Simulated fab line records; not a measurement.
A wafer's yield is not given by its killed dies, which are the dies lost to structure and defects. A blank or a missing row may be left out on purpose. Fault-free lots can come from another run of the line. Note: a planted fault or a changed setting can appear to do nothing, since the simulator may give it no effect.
A struck lot beside a sound one ; flow gf180mcu ; 14 out of 602 route steps
Sound: these wafers, L181.1, L181.5, L181.6. Wafers struck: L187.1, L187.4, L187.6. At the end, the cause is stated.
Each step with rows lists, per side, the tool, then ch with its chambers, then its first start. Under that, the readings that differ: sound wafers ; struck wafers ; difference of the means ; sigmas: that difference in standard deviations of wafers without a fault.
alike: same words and numbers on both sides, and readings whose means sit less than 2 such deviations apart. not compared: any withheld reading, any reading some wafer has no value for, any bound like >300 that may hide the same value, and any number with overlapping values for which the record gives no deviation.
The two part at a step that has a row with sigmas, a row that says differs or no value, or rows on one side only. Non-overlapping numbers with no deviation appear without sigmas and do not part them. A reading missing from all wafers of one side parts the sides only when that side holds two or more wafers.

GF_V5_CMP_26: polishes, stops on SiO2, t overpolish 15 s, target thk 0 nm.
  sound on cmp-02 ch 0,1,3, day 30 00:28; struck on cmp-01 ch 1,2,3, day 31 15:28
  alike: motor current A, overpolish run s, time to endpoint s
GF_TOP_METAL_SPUTTER_00: material Ti, target thk 37.5 nm, time 150 s.
  sound: pvd sputter-02 at day 30 00:37; struck: pvd sputter-03 at day 31 15:47
reading;sound;struck;difference;sigmas
throttle valve pct (%);28.6 30.2 29.9;30.7 31.2 32.3;+1.8;+2
GF_TOP_METAL_SPUTTER_01: material TiN, target thk 30 nm, time 25 s.
  sound: pvd sputter-02 at day 30 00:43; struck: pvd sputter-03 at day 31 15:53
reading;sound;struck;difference;sigmas
throttle valve pct (%);28.3 30.3 30.1;30.8 31.4 32.0;+1.8;+2
then, 1 step without rows for these wafers: GF_TOP_METAL_SPUTTER_02 (material AlCu, target thk 900 nm, time 47.82 s).
GF_TOP_METAL_SPUTTER_03: material Ti, target thk 5 nm, time 3.3 s.
  sound: pvd sputter-02 at day 30 00:47; struck: pvd sputter-03 at day 31 15:58
reading;sound;struck;difference;sigmas
throttle valve pct (%);28.5 30.2 29.9;30.8 31.2 32.0;+1.8;+2
GF_TOP_METAL_SPUTTER_04: material TiN, target thk 25 nm, time 20.8 s.
  sound: pvd sputter-02 at day 30 00:49; struck: pvd sputter-03 at day 31 15:59
reading;sound;struck;difference;sigmas
throttle valve pct (%);28.5 30.2 29.8;30.8 31.1 32.5;+2.0;+2
GF_TOP_METAL_RS_MEAS_05: the measuring method here is four-point-probe.
  sound: film metro-04 at day 30 00:50; struck: film metro-02 at day 31 16:01
  alike: TOP_METAL_ALCU_RS
GF_TOP_METAL_THK_MEAS_06: measures by xrf.
  sound: film metro-04 at day 30 00:58; struck: film metro-02 at day 31 16:08
  alike: TOP_METAL_ALCU_THK
then, 4 steps without rows for these wafers: GF_TOP_METAL_DEHYDRATE_07 (time 60 s); GF_TOP_METAL_HMDS_08 (prime time 60 s); GF_TOP_METAL_COAT_09 (resist thk 1500 nm); GF_TOP_METAL_SOFTBAKE_10 (time 60 s).
GF_TOP_METAL_EXPOSE_11: exposes mask MetalTop, target cd 440 nm.
  sound on iline stepper-01 ch 0, day 30 10:32; struck on iline stepper-02, day 32 00:49
  no value came back on the struck wafers for exposure dose mJ cm2, focus offset nm (nm); on the sound wafers exposure dose mJ cm2 reads 169.90 169.78 169.92
  alike: mask
after that, 1 step had no rows for these wafers: GF_TOP_METAL_PEB_12.

WHERE THEY PART
At GF_TOP_METAL_SPUTTER_00 first; at GF_TOP_METAL_EXPOSE_11 last (within this record only).

WHY: whatever the simulator had introduced
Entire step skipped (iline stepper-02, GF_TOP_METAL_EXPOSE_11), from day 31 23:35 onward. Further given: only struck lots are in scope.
